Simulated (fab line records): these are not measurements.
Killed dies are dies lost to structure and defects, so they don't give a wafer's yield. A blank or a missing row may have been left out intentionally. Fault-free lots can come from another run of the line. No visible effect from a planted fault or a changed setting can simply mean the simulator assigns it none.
What tool caused it? :: flow gf180mcu :: 11 lots, 33 wafers sampled, at 2 steps of a route of 602

== WHAT EACH GAUGE READ, for each wafer ==
GF_V4_CD_MEAS_14: the cd target is 260 nm.
lot: L707
measured: day 24 09:44
on: cd_sem-01
cd_nm (nm): 260.4 260.0 260.0

lot: L709
measured: day 25 07:11
on: cd_sem-01
cd_nm (nm): 258.0 257.6 258.5

lot: L710
measured: day 25 10:30
on: cd_sem-01
cd_nm (nm): 259.0 260.0 259.1

lot: L715
measured: day 27 04:14
on: cd_sem-02
cd_nm (nm): 259.5 259.7 259.5

lot: L719
measured: day 28 12:41
on: cd_sem-01
cd_nm (nm): 261.9 259.8 260.6

lot: L724
measured: day 29 20:54
on: cd_sem-01
cd_nm (nm): 260.0 259.9 260.3

lot: L725
measured: day 30 02:07
on: cd_sem-02
cd_nm (nm): 260.9 261.8 261.2

lot: L726
measured: day 30 10:23
on: cd_sem-02
cd_nm (nm): 259.3 258.0 260.1

lot: L727
measured: day 30 17:02
on: cd_sem-02
cd_nm (nm): 260.8 262.5 260.6

lot: L729
measured: day 31 01:01
on: cd_sem-01
cd_nm (nm): 258.2 258.7 258.0

lot: L730
measured: day 31 08:31
on: cd_sem-01
cd_nm (nm): 259.5 258.6 260.3

== WHICH TOOL RAN EACH LOT (tool, then ch and the chambers of the sampled wafers, then the start) ==
lot: L707
GF_V4_CMP_04: cmp-02 ch 0,1, day 23 11:01

lot: L709
GF_V4_CMP_04: cmp-01 ch 0,1,3, day 24 09:13

lot: L710
GF_V4_CMP_04: cmp-01 ch 1,2,3, day 24 12:53

lot: L715
GF_V4_CMP_04: cmp-02 ch 0,2,3, day 26 07:21

lot: L719
GF_V4_CMP_04: cmp-01 ch 0,1,2, day 27 17:32

lot: L724
GF_V4_CMP_04: cmp-02 ch 0,1,3, day 29 01:10

lot: L725
GF_V4_CMP_04: cmp-01 ch 1,2,3, day 29 06:51

lot: L726
GF_V4_CMP_04: cmp-01 ch 0,3, day 29 15:17

lot: L727
GF_V4_CMP_04: cmp-01 ch 0,1,3, day 29 22:37

lot: L729
GF_V4_CMP_04: cmp-02 ch 0,3, day 30 06:28

lot: L730
GF_V4_CMP_04: cmp-01 ch 0,1,3, day 30 14:09
- GF_V4_CMP_04: polishes SiO2.

== WHAT THE TOOLS THEMSELVES READ (means of the sampled wafers that have a number; where no wafer has one, the mark that the record gives instead) ==
GF_V4_CMP_04.
lot: L707
tool: cmp-02
motor_current_A (A): 12.0
slurry_flow_ml_min: 150.0
time_to_endpoint_s (s): 76

lot: L709
tool: cmp-01
motor_current_A (A): 11.9
slurry_flow_ml_min: 150.3
time_to_endpoint_s (s): 79

lot: L710
tool: cmp-01
motor_current_A (A): 12.1
slurry_flow_ml_min: 150.2
time_to_endpoint_s (s): 80

lot: L715
tool: cmp-02
motor_current_A (A): 12.0
slurry_flow_ml_min: 149.7
time_to_endpoint_s (s): 79

lot: L719
tool: cmp-01
motor_current_A (A): 12.7
slurry_flow_ml_min: 149.8
time_to_endpoint_s (s): 81

lot: L724
tool: cmp-02
motor_current_A (A): 13.0
slurry_flow_ml_min: 150.1
time_to_endpoint_s (s): 74

lot: L725
tool: cmp-01
motor_current_A (A): 12.2
slurry_flow_ml_min: 150.2
time_to_endpoint_s (s): 80

lot: L726
tool: cmp-01
motor_current_A (A): 10.9
slurry_flow_ml_min: 150.5
time_to_endpoint_s (s): 86

lot: L727
tool: cmp-01
motor_current_A (A): 11.8
slurry_flow_ml_min: 149.8
time_to_endpoint_s (s): 87

lot: L729
tool: cmp-02
motor_current_A (A): 12.8
slurry_flow_ml_min: 150.3
time_to_endpoint_s (s): 69

lot: L730
tool: cmp-01
motor_current_A (A): 11.2
slurry_flow_ml_min: 150.3
time_to_endpoint_s (s): 85

== THE ANSWER, worked out from the rows above alone ==
Rule: usual is defined by the lots themselves. Put in order of their means at a reading, lots are off if they are a third of the lots or fewer, leave a main group of 4 or more, and stand apart from it by a gap of 3 or more times the standard deviation of the main group's means; of several such gaps the widest counts. Not used: any main group whose means are identical at the precision the tables above print for the reading. Also off: a lot with no number at a reading for which 4 or more lots have one. The other lots that the step has rows for count as sound. Order of review: gauges by route order, followed by the tools' own readings, for which a lot's mean as printed above is used. The first step at which some lot is off is used, and at that step the reading that is off furthest; a lot without a number counts as furthest.
None of the lots is off at any reading shown; this tells nothing.

== WHAT THE SIMULATOR PUT IN ==
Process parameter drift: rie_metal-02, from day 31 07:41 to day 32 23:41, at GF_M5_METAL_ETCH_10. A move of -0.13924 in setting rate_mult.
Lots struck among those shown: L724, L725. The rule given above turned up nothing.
